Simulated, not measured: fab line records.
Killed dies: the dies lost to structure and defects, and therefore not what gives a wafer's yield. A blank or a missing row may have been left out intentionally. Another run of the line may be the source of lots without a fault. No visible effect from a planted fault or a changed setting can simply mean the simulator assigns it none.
Struck lot and sound lot, side by side ; flow sky130 ; 15 steps out of a route of 708
Sound: wafers L641.1, L641.4, L641.5. The struck wafers were L642.3, L642.4, L642.5. The cause comes at the end.
Per side, at each step with rows, come the tool, then ch with its chambers, and then its first start. Under that, the readings that differ: sound wafers ; struck wafers ; difference of the means ; sigmas: that difference in standard deviations of wafers without a fault.
alike: same words and numbers on both sides, and readings whose means sit less than 2 such deviations apart. not compared: any withheld reading, any reading some wafer has no value for, any bound like >300 that may hide the same value, and any number with overlapping values for which the record gives no deviation.
The two part at a step that has a row with sigmas, a row that says differs or no value, or rows on one side only. Numbers that have no deviation but don't overlap get no sigmas and don't part them. A reading missing from all wafers of one side parts the sides only when that side holds two or more wafers.

first, 5 steps without rows for these wafers: SKY_LDD_LDN_COAT_02 (resist thk 1140 nm); SKY_LDD_LDN_SOFTBAKE_03 (time 60 s); SKY_LDD_LDN_EXPOSE_04 (exposes mask LDNTM, target cd 700 nm); SKY_LDD_LDN_PEB_05; SKY_LDD_LDN_DEVELOP_06 (develop time 60 s).
SKY_LDD_LDN_OVL_MEAS_07:
  struck on overlay-02, day 26 09:12; sound on overlay-02, day 26 02:11
reading;sound;struck;difference;sigmas
LDD_LDN_OVL (nm);-1.7 -2.5 -1.1;1.6 2.6 2.0;+3.8;+3
then, 4 steps without rows for these wafers: SKY_LDD_LDN_IMPLANT_08; SKY_LDD_LDN_IMPLANT_09; SKY_LDD_LDN_IMPLANT_10; SKY_LDD_LDN_IMPLANT_11.
SKY_LDD_LDN_STRIP_12: strips in O2/N2.
  sound on plasma asher-03 ch 0,1, day 26 02:49; struck on plasma asher-01 ch 0,1, day 26 10:08
  alike: drypump motor current A, oes product au, strip time to endpoint s
  not compared: rf hours counter h
SKY_LDD_LDN_TW_MEAS_13:
  struck on film metro-02, day 26 10:13; sound on film metro-04, day 26 02:55
reading;sound;struck;difference;sigmas
LDD_LDN_TW;1463 1463 1475;1497 1492 1494;+27;+2
SKY_LDD_LDN_CLEAN_14: cleans in SC1/SC2, time 150 s.
  sound on wet bench-03 ch 1, day 26 02:59; struck on wet bench-03 ch 3, day 26 10:16
  no value came back on the struck wafers for bath guard temp C (C), bath heat duty pct (%); on the sound wafers bath guard temp C (C) reads 70.3 70.1 69.9
then, 1 step without rows for these wafers: SKY_SPACER_CVD_00 (deposits Si3N4 from DCS/NH3, target thk 43.1 nm, time 740 s).
-- the record jumps here: 22 days lie between the struck wafers' starts before and after (it left off in module SPACER and takes up again in module PAD_OPEN, whose first step shown is number 708 of the route) --
SKY_PAD_OPEN_PROBE_99:
  struck on prober-01, day 48 07:50; sound on prober-02, day 48 02:11
reading;sound;struck;difference;sigmas
model.etest.diode nwell sub.leak log10 a cm2;-7.556 -7.266 -7.278;-6.777 -6.534 -6.606;+0.728;
model.etest.diode dnwell sub.leak log10 a cm2;-7.169 -7.339 -7.322;-6.681 -6.52 -6.534;+0.698;
model.etest.diode pwell dnwell.leak log10 a cm2;-7.723 -7.566 -7.528;-7.201 -7.229 -6.849;+0.513;
model.etest.nfet_16v.off log10 a um;-13.86 -13.96 -13.82;-13.66 -13.56 -13.61;+0.27;
model.etest.pfet_16v.off log10 a um;-13.81 -13.81 -13.89;-13.76 -13.58 -13.59;+0.19;
  alike: killed_at_M0_to_M3, killed_at_M4_up, killed at contacts, killed at front end, killed at other, killed dies, killed open, killed short
  not compared: model.etest.diode ndiff pwell hv.leak log10 a cm2, model.etest.diode pdiff nwell hv.leak log10 a cm2

## WHERE THEY PART
Earliest at SKY_LDD_LDN_OVL_MEAS_07; latest, in this record, at SKY_LDD_LDN_CLEAN_14. Later steps at which nothing parts them and some readings are alike: SKY_PAD_OPEN_PROBE_99.

WHY: what had been put in by the simulator
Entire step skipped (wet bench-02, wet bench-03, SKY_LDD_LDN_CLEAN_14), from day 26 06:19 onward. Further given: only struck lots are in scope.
